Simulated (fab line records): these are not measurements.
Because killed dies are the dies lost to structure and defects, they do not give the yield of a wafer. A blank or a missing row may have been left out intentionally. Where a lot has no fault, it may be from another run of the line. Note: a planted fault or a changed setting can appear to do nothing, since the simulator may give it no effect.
Problem report in the 8D (eight disciplines) form, filled by code | flow sky130 | the parts of the form that need people (team, actions taken, sign-off) are left out

## 1. THE PROBLEM
bias_w at SKY_FIELD_ISO_ETCH_17 reads a mean of 163.6 W on 2 wafers of 1 lot; wafers without a fault read 150.0 W with a standard deviation of 0.46. That is +29 standard deviations from the usual mean.
The step: etches Si in HBr/Cl2/O2, target depth 342 nm, time 97.7 s.
Earliest sighting: wafer L283.3 on rie_si-01 at day 5 21:34. The record has a number at this step for 36 wafers belonging to 12 lots. By rule, "out" or "out of limits" means more than 4 standard deviations away from the usual mean. Any other wafer with a number is counted as sound.

## 2. WHAT IT IS; WHAT IT IS NOT
question                    | is               | is not
which readings at this step | bias_w           | drypump_motor_current_A, oes_product_au, throttle_valve_pct
which lots                  | L283             | L266, L268, L269, L270, L271, L272, L274, L278, L281, L282, L287
which wafers of those lots  | L283.3, L283.4   | L283.1
read on which tools         | rie_si-01        | rie_si-02
when                        | from day 5 21:34 | up to then (31 sound wafers); but 3 sound wafers of L287 came after

## 3. SUSPECTS, AND WHAT RULES EACH OUT
Counting: if a tool at a process step up to the reading ran every lot that is out, it stays a suspect. Sound lots after the first of them don't rule it out here, since some wafers of a struck lot are sound.
- plasma_asher-01 at SKY_FIELD_ISO_STRIP_16 (strips in O2/N2): kept. It ran the lot that is out, L283 (day 5 21:28); its last sound lot up to then is L274 (day 3 23:31).
- rie_si-01 at SKY_FIELD_ISO_ETCH_17 (etches Si in HBr/Cl2/O2, target depth 342 nm, time 97.7 s): kept. It ran the lot that is out, L283 (day 5 21:34); its last sound lot up to then is L278 (day 4 21:30). Its own bias_w readings are out on those wafers.
- Within rie_si-01 at SKY_FIELD_ISO_ETCH_17: the wafers that are out ran in chamber 1; their sound lot-mates ran in chamber 2.
Remaining after the count are plasma_asher-01 at SKY_FIELD_ISO_STRIP_16 and rie_si-01 at SKY_FIELD_ISO_ETCH_17.

## 4. THE CAUSE (what the simulator had put in)
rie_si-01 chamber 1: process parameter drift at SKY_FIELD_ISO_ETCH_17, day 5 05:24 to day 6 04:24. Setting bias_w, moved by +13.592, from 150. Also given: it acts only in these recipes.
Counting left 2 suspects, and this tool is among them.

## 5. THE CHAIN OF EFFECTS, in route order
Each row: a reading where the mean over the struck wafers with a number is more than 3 standard deviations away from the usual. Scope: only readings with a usual standard deviation given in the record; hours: median across lots of the time from each lot's start at the first step in this table that gives one to its start at this step; sigmas: change in usual standard deviations.
hours | step                  | reading | usual   | on struck wafers | change | sigmas
0     | SKY_FIELD_ISO_ETCH_17 | bias_w  | 150.0 W | 163.6            | +13.6  | +29
The process steps in it:
- SKY_FIELD_ISO_ETCH_17: etches Si in HBr/Cl2/O2, target depth 342 nm, time 97.7 s.
Later steps that measure or inspect, where all struck wafers having a row at the step show a number for every such reading and not one has moved that far: SKY_NWELL_TW_MEAS_15.

## 6. WHAT WOULD HAVE CAUGHT IT SOONER
In this record the first reading out of limits was taken at day 5 21:34, 16 hours after the fault began at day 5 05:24.
